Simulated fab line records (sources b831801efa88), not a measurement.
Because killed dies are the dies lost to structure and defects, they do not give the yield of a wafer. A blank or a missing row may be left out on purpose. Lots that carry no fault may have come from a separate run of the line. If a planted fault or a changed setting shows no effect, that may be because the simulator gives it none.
fab line records	flow sky130
record: lots: 6	wafers: 18	last-day: 50
route steps=708 shown VT_ADJUST_LVTN@104 PAD_OPEN@708
lots that met no fault: taken from a fault-free run of the same line
start-h: start of the lot's first displayed wafer, in hours after the record's first day	wait-h: hours from the lot's prior step to this one	" identical to the entry in the row above	L1.1+2: a row that stands for several wafers	- no value present, or no start provided	* or withheld: withheld	< > ~ a bound
route shown NAME@n: names a module that has steps shown in the file, with the first one's number in the route	usual: mean/standard deviation of fault-free wafers	same: alike in all rows	chamber/n: place in a boat	sites: per-site readings	_std_site: the standard deviation of these	_edge_site: mean of outer sites minus mean of inner sites	radius-mm: for every site, how far away it sits from the centre of the wafer	mask NAME#n: copy n	behind: the most recent tool/chamber to have shaped the wafer	hold: reason for holding the lot/hours on hold/outcome of the hold	device: the n, p or np transistor that did not switch	end of line: tests run on the same wafers once the route is complete	step lacking rows: just its recipe	killed: the dies lost at the first sort to structure and to defects; this is not the yield of the wafer	map: a wafer's dies, marking killed ones x, the rest . and places with no die _
set.NAME: setting as actually run; set.NAME@STEP: the setting as run at that earlier step	model.NAME: the simulator's own value behind a step, which no gauge read
certain route steps with their lots: each step a table, each wafer a row
services: the hour from which a tool's chamber was out of use, counted from the record's first day as start-h (under 0 if before that day), plus the number of hours and why
== steps ==
step: SKY_VT_ADJUST_LVTN_OVL_MEAS_07
usual: VT_ADJUST_LVTN_OVL: -1.2/1.2
lot.wafer	tool	chamber	start-h	wait-h	VT_ADJUST_LVTN_OVL[nm]
L982.1	overlay-02	-	168.69	-	-2.6
L982.3	"	-	"	"	-2.0
L982.4	"	-	"	"	-1.8
L985.2	overlay-01	-	186.78	-	-2.6
L985.3	"	-	"	"	-3.3
L985.5	"	-	"	"	-2.7
L986.1	overlay-01	-	200.99	-	0.3
L986.4	"	-	"	"	-1.6
L986.6	"	-	"	"	-1.1
L987.3	overlay-02	-	203.70	-	0.3
L987.4	"	-	"	"	-1.7
L987.5	"	-	"	"	1.1
L996.1	overlay-01	-	262.74	-	-1.5
L996.2	"	-	"	"	-2.0
L996.6	"	-	"	"	-2.5
L100.1	overlay-02	-	296.53	-	-0.9
L100.2	"	-	"	"	-0.5
L100.5	"	-	"	"	-1.5
step: SKY_VT_ADJUST_LVTN_IMPLANT_08
recipe: species: B	energy-kev: 30	dose-cm2: 1.549e+12	tilt-deg: withheld
step: SKY_VT_ADJUST_LVTN_STRIP_09
recipe: chemistry: O2/N2	power-w: 1400	pressure-mtorr: 1500	platen-temp-c: withheld	o2-flow-sccm: 3000	n2-flow-sccm: 300	overash-fraction: 0.5
usual: drypump-motor-current-A: 6.0/0.5	n2-flow-sccm: 300.1/0.92	oes-product-au: 0.722/0.0044	strip-time-to-endpoint-s: 36.91/0.11
lot.wafer	tool	chamber	start-h	wait-h	drypump-motor-current-A	n2-flow-sccm	oes-product-au	rf-hours-counter-h	strip-time-to-endpoint-s
L982.1	plasma-asher-03	0	168.88	0.1	6.8	299.8	0.715	47	37.02
L982.3	"	0	"	"	6.7	299.4	0.719	-	37.05
L982.4	"	1	"	"	5.8	300.0	0.731	-	37.02
L985.2	plasma-asher-03	1	186.96	0.1	5.8	300.6	0.728	49	36.92
L985.3	"	0	"	"	6.7	298.9	0.724	-	36.86
L985.5	"	0	"	"	6.7	301.1	0.722	-	36.85
L986.1	plasma-asher-03	0	201.18	0.1	6.7	298.7	0.722	50	36.91
L986.4	"	1	"	"	5.8	299.2	0.727	-	36.83
L986.6	"	1	"	"	5.8	300.8	0.728	-	36.85
L987.3	plasma-asher-03	1	203.91	0.1	5.8	300.2	0.729	-	36.92
L987.4	"	0	"	"	6.8	300.9	0.724	-	36.84
L987.5	"	0	"	"	6.8	300.0	0.725	-	36.99
L996.1	plasma-asher-03	0	262.93	0.1	6.7	299.0	0.719	57	36.93
L996.2	"	1	"	"	5.8	299.1	0.719	57	36.95
L996.6	"	0	"	"	6.8	298.9	0.717	-	36.94
L100.1	plasma-asher-04	0	296.71	0.1	5.3	300.3	0.730	47	36.87
L100.2	"	1	"	"	5.9	301.2	0.725	47	36.77
L100.5	"	0	"	"	5.3	300.0	0.725	-	36.95
step: SKY_VT_ADJUST_LVTN_TW_MEAS_10
usual: VT_ADJUST_LVTN_TW: 240.4/1.4
lot.wafer	tool	chamber	start-h	wait-h	VT_ADJUST_LVTN_TW
L982.1	film-metro-02	-	168.98	0.1	240.2
L982.3	"	-	"	"	241.0
L982.4	"	-	"	"	240.5
L985.2	film-metro-02	-	187.07	0.1	240.8
L985.3	"	-	"	"	240.3
L985.5	"	-	"	"	239.9
L986.1	film-metro-03	-	201.28	0.1	239.9
L986.4	"	-	"	"	237.8
L986.6	"	-	"	"	238.9
L987.3	film-metro-02	-	204.00	0.1	243.0
L987.4	"	-	"	"	241.6
L987.5	"	-	"	"	242.8
L996.1	film-metro-03	-	263.03	0.1	237.8
L996.2	"	-	"	"	238.8
L996.6	"	-	"	"	239.7
L100.1	film-metro-02	-	296.81	0.1	239.7
L100.2	"	-	"	"	241.3
L100.5	"	-	"	"	240.3
step: SKY_VT_ADJUST_LVTN_DEHYDRATE_11
recipe: temp-c: 200	time-s: 60
step: SKY_VT_ADJUST_LVTN_HMDS_12
recipe: prime-time-s: 60	prime-temp-c: 120
step: SKY_VT_ADJUST_LVTN_COAT_13
recipe: resist: NOVOLAK	spin-rpm: 3000	resist-thk-nm: 1140
step: SKY_VT_ADJUST_LVTN_SOFTBAKE_14
recipe: temp-c: 90	time-s: 60	resist: NOVOLAK
step: SKY_VT_ADJUST_LVTN_EXPOSE_15
recipe: mask-id: HVN_STD_DERIVED	na: 0.6	source-shape: conventional	sigma-outer: 0.6	polarization: unpolarized	target-cd-nm: 600	dose-mj: 163
step: SKY_VT_ADJUST_LVTN_PEB_16
recipe: temp-c: withheld	time-s: *	resist: NOVOLAK
step: SKY_VT_ADJUST_LVTN_DEVELOP_17
recipe: resist: NOVOLAK	developer: TMAH	develop-time-s: 60	dev-temp-c: 23
step: SKY_VT_ADJUST_LVTN_OVL_MEAS_18
usual: VT_ADJUST_LVTN_01_OVL: -0.4/1.6
lot.wafer	tool	chamber	start-h	wait-h	VT_ADJUST_LVTN_01_OVL[nm]
L982.1	overlay-02	-	190.29	0.1	2.0
L982.3	"	-	"	"	0.1
L982.4	"	-	"	"	2.2
L985.2	overlay-01	-	208.78	0.1	-1.5
L985.3	"	-	"	"	-2.3
L985.5	"	-	"	"	-3.9
L986.1	overlay-01	-	224.19	0.1	-0.3
L986.4	"	-	"	"	-0.6
L986.6	"	-	"	"	-0.7
L987.3	overlay-01	-	226.60	0.1	-3.0
L987.4	"	-	"	"	-1.6
L987.5	"	-	"	"	-2.2
L996.1	overlay-01	-	287.24	0.1	0.8
L996.2	"	-	"	"	2.0
L996.6	"	-	"	"	0.2
L100.1	overlay-01	-	321.52	0.1	-1.2
L100.2	"	-	"	"	0.8
L100.5	"	-	"	"	1.2
step: SKY_VT_ADJUST_LVTN_IMPLANT_19
recipe: species: B	energy-kev: 30	dose-cm2: 6.5e+11	tilt-deg: withheld
usual: dose-ions-cm2: 6.5e+11/7.2e+08	faraday-current-uA: 3.67/0.075
lot.wafer	tool	chamber	start-h	wait-h	dose-ions-cm2	faraday-current-uA
L982.1	implanter-03	0	190.33	0.0	6.498e+11	3.65
L982.3	"	0	"	"	6.494e+11	3.79
L982.4	"	0	"	"	6.507e+11	3.69
L985.2	implanter-01	0	208.83	0.0	6.501e+11	3.61
L985.3	"	0	"	"	6.509e+11	3.64
L985.5	"	0	"	"	6.503e+11	3.77
L986.1	implanter-01	0	224.23	0.0	3.988e+11	2.32
L986.4	"	0	"	"	3.989e+11	2.23
L986.6	"	0	"	"	3.989e+11	2.23
L987.3	implanter-01	0	226.68	0.1	3.975e+11	2.33
L987.4	"	0	"	"	3.99e+11	2.29
L987.5	"	0	"	"	3.984e+11	2.23
L996.1	implanter-02	0	287.28	0.0	6.514e+11	3.64
L996.2	"	0	"	"	6.502e+11	3.66
L996.6	"	0	"	"	6.514e+11	3.64
L100.1	implanter-02	0	321.56	0.0	6.503e+11	3.58
L100.2	"	0	"	"	6.497e+11	3.68
L100.5	"	0	"	"	6.505e+11	3.78
step: SKY_VT_ADJUST_LVTN_STRIP_20
recipe: chemistry: O2/N2	power-w: 1400	pressure-mtorr: 1500	platen-temp-c: withheld	o2-flow-sccm: 3000	n2-flow-sccm: 300	overash-fraction: 0.5
usual: drypump-motor-current-A: 5.7/0.36	n2-flow-sccm: 300.0/0.88	oes-product-au: 0.716/0.0044	strip-time-to-endpoint-s: 14.18/0.043
lot.wafer	tool	chamber	start-h	wait-h	drypump-motor-current-A	n2-flow-sccm	oes-product-au	rf-hours-counter-h	strip-time-to-endpoint-s
L982.1	plasma-asher-01	1	190.48	0.1	5.7	300.9	0.713	7	14.14
L982.3	"	1	"	"	5.8	299.9	0.706	-	14.16
L982.4	"	0	"	"	5.5	299.7	0.718	-	14.16
L985.2	plasma-asher-01	1	208.96	0.1	5.8	300.3	0.712	9	14.22
L985.3	"	0	"	"	5.5	299.9	0.716	-	14.22
L985.5	"	1	"	"	5.8	300.2	0.717	-	14.23
L986.1	plasma-asher-01	1	224.38	0.1	5.8	297.9	0.724	10	14.24
L986.4	"	1	"	"	5.8	300.0	0.712	-	14.22
L986.6	"	1	"	"	5.8	300.4	0.720	-	14.23
L987.3	plasma-asher-03	1	226.81	0.1	5.8	299.9	0.722	-	14.15
L987.4	"	0	"	"	6.8	300.1	0.711	-	14.13
L987.5	"	1	"	"	5.8	300.0	0.711	-	14.09
L996.1	plasma-asher-01	1	287.43	0.1	5.7	300.6	0.717	16	14.22
L996.2	"	0	"	"	5.5	299.8	0.711	16	14.26
L996.6	"	1	"	"	5.8	300.1	0.711	-	14.24
L100.1	plasma-asher-01	1	321.71	0.1	5.7	300.2	0.714	20	14.19
L100.2	"	0	"	"	5.5	299.6	0.714	20	14.18
L100.5	"	0	"	"	5.5	299.6	0.713	-	14.17
step: SKY_VT_ADJUST_LVTN_TW_MEAS_21
usual: VT_ADJUST_LVTN_2_TW: 188.0/1.4
lot.wafer	tool	chamber	start-h	wait-h	hold	VT_ADJUST_LVTN_2_TW
L982.1	film-metro-03	-	190.58	0.1	-	186.4
L982.3	"	-	"	"	-	186.7
L982.4	"	-	"	"	-	187.4
L985.2	film-metro-03	-	209.07	0.1	-	184.9
L985.3	"	-	"	"	-	185.9
L985.5	"	-	"	"	-	186.3
L986.1	film-metro-02	-	224.48	0.1	await-dispo/0.2h/release	166.1
L986.4	"	-	"	"	await-dispo/0.2h/release	167.0
L986.6	"	-	"	"	await-dispo/0.2h/release	166.9
L986.1	film-metro-02	-	224.71	0.2	-	166.4
L986.4	"	-	"	"	-	165.8
L986.6	"	-	"	"	-	165.1
L987.3	film-metro-02	-	226.90	0.1	await-dispo/0.2h/release	165.3
L987.4	"	-	"	"	await-dispo/0.2h/release	165.4
L987.5	"	-	"	"	await-dispo/0.2h/release	166.2
L987.3	film-metro-02	-	227.13	0.2	-	165.7
L987.4	"	-	"	"	-	165.8
L987.5	"	-	"	"	-	166.4
L996.1	film-metro-03	-	287.53	0.1	-	187.9
L996.2	"	-	"	"	-	185.9
L996.6	"	-	"	"	-	186.8
L100.1	film-metro-03	-	321.81	0.1	-	186.7
L100.2	"	-	"	"	-	186.2
L100.5	"	-	"	"	-	186.8
step: SKY_PAD_OPEN_PROBE_99
usual: killed_at_M0_to_M3: 43/6.5	killed_at_M4_up: 3.2/1.9	killed-at-contacts: 25/5.5	killed-at-front-end: 14/4.2	killed-at-other: 0.2/0.44	killed-dies: 85/8.5	killed-open: 47/7	killed-short: 39/6.3
same: gross-dies: 492	killed-at-back-side: 0
lot.wafer	tool	chamber	start-h	wait-h	killed_at_M0_to_M3	killed_at_M4_up	killed-at-contacts	killed-at-front-end	killed-at-other	killed-dies	killed-open	killed-short	model.etest.res-pwell-under-gate.rs-ohm-sq	model.etest.tip_n_5v.rs-ohm-sq	model.etest.nfet-g5v0d10v5.body-rise-v	model.etest.nfet_16v.body-rise-v	model.etest.nfet-g5v0d10v5.vt-sat-v	model.etest.nfet-g5v0d10v5.vt-v	model.etest.nfet_16v.vt-v	model.etest.nfet-g5v0d10v5.vt-long-v
L982.1	prober-02	-	1109.34	0.1	34	7	22	12	1	76	44	32	2277	1402	0.6609	0.6572	0.7674	0.8244	0.7634	0.8075
L982.3	prober-02	-	1109.44	0.2	36	5	32	11	0	84	38	46	2283	1413	0.662	0.6574	0.7601	0.8149	0.7552	0.7986
L982.4	prober-02	-	1109.49	0.2	53	5	34	8	0	100	54	46	2282	1418	0.6571	0.6547	0.7618	0.8178	0.7608	0.8039
L985.2	prober-01	-	1124.59	0.1	39	2	27	16	0	84	50	34	2276	1385	0.665	0.6631	0.7662	0.8226	0.7735	0.8159
L985.3	prober-01	-	1124.64	0.2	44	0	24	20	0	88	60	28	2278	1383	0.6781	0.6751	0.7703	0.8281	0.7772	0.8221
L985.5	prober-01	-	1124.74	0.2	34	4	24	11	0	73	46	27	2298	1390	0.6754	0.669	0.7636	0.8229	0.7669	0.813
L987.3	prober-02	-	1137.04	0.2	30	7	18	16	0	71	36	35	2333	1378	0.653	0.65	0.7366	0.806	0.761	0.8062
L987.4	prober-02	-	1137.09	0.2	49	3	22	10	0	84	48	36	2327	1367	0.6464	0.6433	0.7387	0.8081	0.7581	0.8058
L987.5	prober-02	-	1137.14	0.2	47	3	18	15	0	83	48	35	2335	1363	0.6422	0.6382	0.7423	0.8064	0.7576	0.8002
L986.1	prober-01	-	1141.28	0.1	40	3	40	10	0	93	59	34	2358	1369	0.6293	0.6239	0.719	0.7836	0.7356	0.7772
L986.4	prober-01	-	1141.43	0.2	39	5	25	14	0	83	43	40	2332	1359	0.6264	0.6197	0.7188	0.7827	0.736	0.7769
L986.6	prober-01	-	1141.53	0.2	54	5	26	16	0	101	56	45	2350	1359	0.6157	0.6119	0.7191	0.7848	0.7271	0.7738
L996.1	prober-02	-	1181.89	0.1	42	8	28	6	0	84	40	44	2319	1403	0.6914	0.6859	0.7731	0.8282	0.7746	0.8205
L996.2	prober-02	-	1181.94	0.1	46	2	25	18	1	92	51	41	2301	1397	0.6916	0.6857	0.7593	0.8161	0.7694	0.8113
L996.6	prober-02	-	1182.14	0.2	32	2	32	12	0	78	45	33	2295	1400	0.6912	0.6857	0.7753	0.83	0.7746	0.8181
L100.1	prober-02	-	1205.75	0.1	40	1	23	10	0	74	43	31	2294	1392	0.6808	0.6786	0.7624	0.8208	0.7676	0.8106
L100.2	prober-02	-	1205.80	0.1	44	2	30	13	0	89	35	54	2286	1398	0.676	0.6735	0.7691	0.823	0.7714	0.8159
L100.5	prober-02	-	1205.95	0.2	35	5	37	21	1	99	49	50	2290	1392	0.6852	0.6814	0.7655	0.8227	0.7707	0.8156
killed by level:class
L982.1 LI_CONTACT:geometric-particle:open=7 VIA1:geometric-particle:open=7 CONTACT:geometric-particle:open=6 VIA3:geometric-particle:open=6 METAL4:geometric-particle:short=6 VIA2:geometric-particle:open=5 LI_CONTACT:geometric-particle:short=4 METAL2:geometric-particle:short=4
L982.3 LI_CONTACT:geometric-particle:open=11 METAL1:geometric-particle:short=8 CONTACT:geometric-particle:open=7 LOCAL_INTERCONNECT:geometric-particle:short=6 METAL2:geometric-particle:short=6 VIA3:geometric-particle:short=5 METAL4:geometric-particle:short=5 CONTACT:geometric-particle:short=4
L982.4 LI_CONTACT:geometric-particle:open=14 VIA2:geometric-particle:open=12 CONTACT:geometric-particle:open=8 VIA1:geometric-particle:open=8 METAL1:geometric-particle:short=7 LOCAL_INTERCONNECT:geometric-particle:short=6 VIA3:geometric-particle:short=6 METAL2:geometric-particle:short=5
L985.2 VIA3:geometric-particle:open=12 CONTACT:geometric-particle:open=9 CONTACT:geometric-particle:short=8 VIA1:geometric-particle:open=6 VIA2:geometric-particle:open=6 LI_CONTACT:geometric-particle:open=6 VIA3:geometric-particle:short=5 POLY_GATE:geometric-particle:short=4
L985.3 VIA1:geometric-particle:open=13 CONTACT:geometric-particle:open=12 FIELD_ISO:geometric-particle:open=9 VIA3:geometric-particle:open=7 METAL2:geometric-particle:short=6 VIA2:geometric-particle:open=6 LI_CONTACT:geometric-particle:open=4 FIELD_ISO:geometric-particle:short=3
L985.5 CONTACT:geometric-particle:open=13 VIA1:geometric-particle:open=9 LI_CONTACT:geometric-particle:open=7 POLY_GATE:geometric-particle:short=6 VIA3:geometric-particle:open=6 METAL1:geometric-particle:short=4 METAL2:geometric-particle:short=4 VIA2:geometric-particle:open=4
L987.3 CONTACT:geometric-particle:open=7 METAL4:geometric-particle:short=5 LOCAL_INTERCONNECT:geometric-particle:short=5 VIA1:geometric-particle:open=5 FIELD_ISO:geometric-particle:open=4 METAL2:geometric-particle:short=4 METAL1:geometric-particle:short=4 VIA2:geometric-particle:open=4
L987.4 VIA1:geometric-particle:open=14 CONTACT:geometric-particle:open=9 METAL1:geometric-particle:short=9 LI_CONTACT:geometric-particle:open=8 VIA2:geometric-particle:open=7 VIA1:geometric-particle:short=5 METAL2:geometric-particle:short=5 FIELD_ISO:geometric-particle:short=4
L987.5 VIA1:geometric-particle:open=9 LI_CONTACT:geometric-particle:open=9 VIA3:geometric-particle:open=9 VIA1:geometric-particle:short=6 VIA2:geometric-particle:open=6 CONTACT:geometric-particle:short=5 METAL2:geometric-particle:short=5 FIELD_ISO:geometric-particle:open=4
L986.1 CONTACT:geometric-particle:open=14 VIA1:geometric-particle:open=13 LI_CONTACT:geometric-particle:open=9 CONTACT:geometric-particle:short=7 VIA3:geometric-particle:open=7 LOCAL_INTERCONNECT:geometric-particle:short=5 VIA2:geometric-particle:open=5 FIELD_ISO:geometric-particle:open=4
L986.4 VIA1:geometric-particle:open=9 LI_CONTACT:geometric-particle:open=8 CONTACT:geometric-particle:open=8 VIA2:geometric-particle:open=6 VIA1:geometric-particle:short=5 VIA3:geometric-particle:open=5 FIELD_ISO:geometric-particle:short=4 METAL1:geometric-particle:short=4
L986.6 VIA3:geometric-particle:open=11 VIA1:geometric-particle:open=9 METAL2:geometric-particle:short=8 LI_CONTACT:geometric-particle:open=8 CONTACT:geometric-particle:open=7 FIELD_ISO:geometric-particle:short=6 VIA2:geometric-particle:open=6 METAL1:geometric-particle:short=5
L996.1 VIA1:geometric-particle:open=11 CONTACT:geometric-particle:open=7 METAL1:geometric-particle:short=7 LI_CONTACT:geometric-particle:open=6 LOCAL_INTERCONNECT:geometric-particle:short=6 METAL4:geometric-particle:short=6 CONTACT:geometric-particle:short=5 VIA3:geometric-particle:short=4
L996.2 VIA1:geometric-particle:open=12 CONTACT:geometric-particle:open=11 FIELD_ISO:geometric-particle:short=6 METAL1:geometric-particle:short=6 METAL2:geometric-particle:short=6 VIA3:geometric-particle:open=5 METAL3:geometric-particle:short=5 POLY_GATE:geometric-particle:open=4
L996.6 CONTACT:geometric-particle:open=15 VIA1:geometric-particle:open=9 LI_CONTACT:geometric-particle:open=7 CONTACT:geometric-particle:short=6 METAL2:geometric-particle:short=6 VIA2:geometric-particle:short=6 POLY_GATE:geometric-particle:short=3 POLY_CUT:geometric-particle:short=3
L100.1 CONTACT:geometric-particle:open=9 VIA2:geometric-particle:open=8 METAL1:geometric-particle:short=8 VIA1:geometric-particle:open=8 CONTACT:geometric-particle:short=6 VIA3:geometric-particle:open=5 POLY_GATE:geometric-particle:open=3 LI_CONTACT:geometric-particle:open=3
L100.2 METAL1:geometric-particle:short=14 CONTACT:geometric-particle:open=12 METAL2:geometric-particle:short=7 VIA1:geometric-particle:open=7 LI_CONTACT:geometric-particle:short=5 CONTACT:geometric-particle:short=5 FIELD_ISO:geometric-particle:short=4 FIELD_ISO:geometric-particle:open=4
L100.5 CONTACT:geometric-particle:open=19 VIA1:geometric-particle:open=8 VIA1:geometric-particle:short=7 POLY_GATE:geometric-particle:short=6 FIELD_ISO:geometric-particle:short=5 LI_CONTACT:geometric-particle:short=5 LI_CONTACT:geometric-particle:open=5 LOCAL_INTERCONNECT:geometric-particle:short=5
== services ==
tool	chamber	start-h	hours	kind
implanter-01	-	161.18	2.6	repair
implanter-03	-	161.27	4.5	repair
implanter-01	-	185.87	2.3	repair
implanter-02	-	195.75	3.0	repair
implanter-02	-	196.71	78.2	repair
plasma-asher-01	-	240.21	0.8	repair
implanter-03	-	269.88	4.3	repair
implanter-01	-	275.99	3.9	repair
implanter-03	-	294.29	2.7	repair
== key ==
first-sign: step: SKY_VT_ADJUST_LVTN_IMPLANT_19	reading: dose-ions-cm2	direction: down	sigmas: 99+	usual: *	struck: *
effect: step: SKY_VT_ADJUST_LVTN_IMPLANT_19	reading: faraday-current-uA	direction: down	sigmas: 19	usual: 3.67	struck: 2.27
effect: step: SKY_VT_ADJUST_LVTN_TW_MEAS_21	reading: visit	direction: added
effect: step: SKY_VT_ADJUST_LVTN_TW_MEAS_21	reading: VT_ADJUST_LVTN_2_TW	direction: down	sigmas: 16	usual: 188.0	struck: 166.1
model-effect: step: SKY_PAD_OPEN_PROBE_99	value: etest.res-pwell-under-gate.rs-ohm-sq	without: 2291	struck: 2339
met-at SKY_VT_ADJUST_LVTN_IMPLANT_19
struck-wafers L986.1,L986.4,L986.6,L987.3,L987.4,L987.5
tester-left-out L986,L987
onset-between 208.83 224.23
fault: kind: process-parameter-drift	tool: implanter-01	chamber: -	onset-h: 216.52	steps: SKY_VT_ADJUST_LVTN_IMPLANT_19	channel: dose-cm2	offset: *	shape: step	end-h: 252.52	acts-in: *	stated: *
tester-left-out: of these lots the tester's yield and bins aren't shown, on N5 and GAA mostly nor the transistor test; their killed dies are dies lost to structure and defects alone, not to doping, threshold or leakage, so they don't give the yield
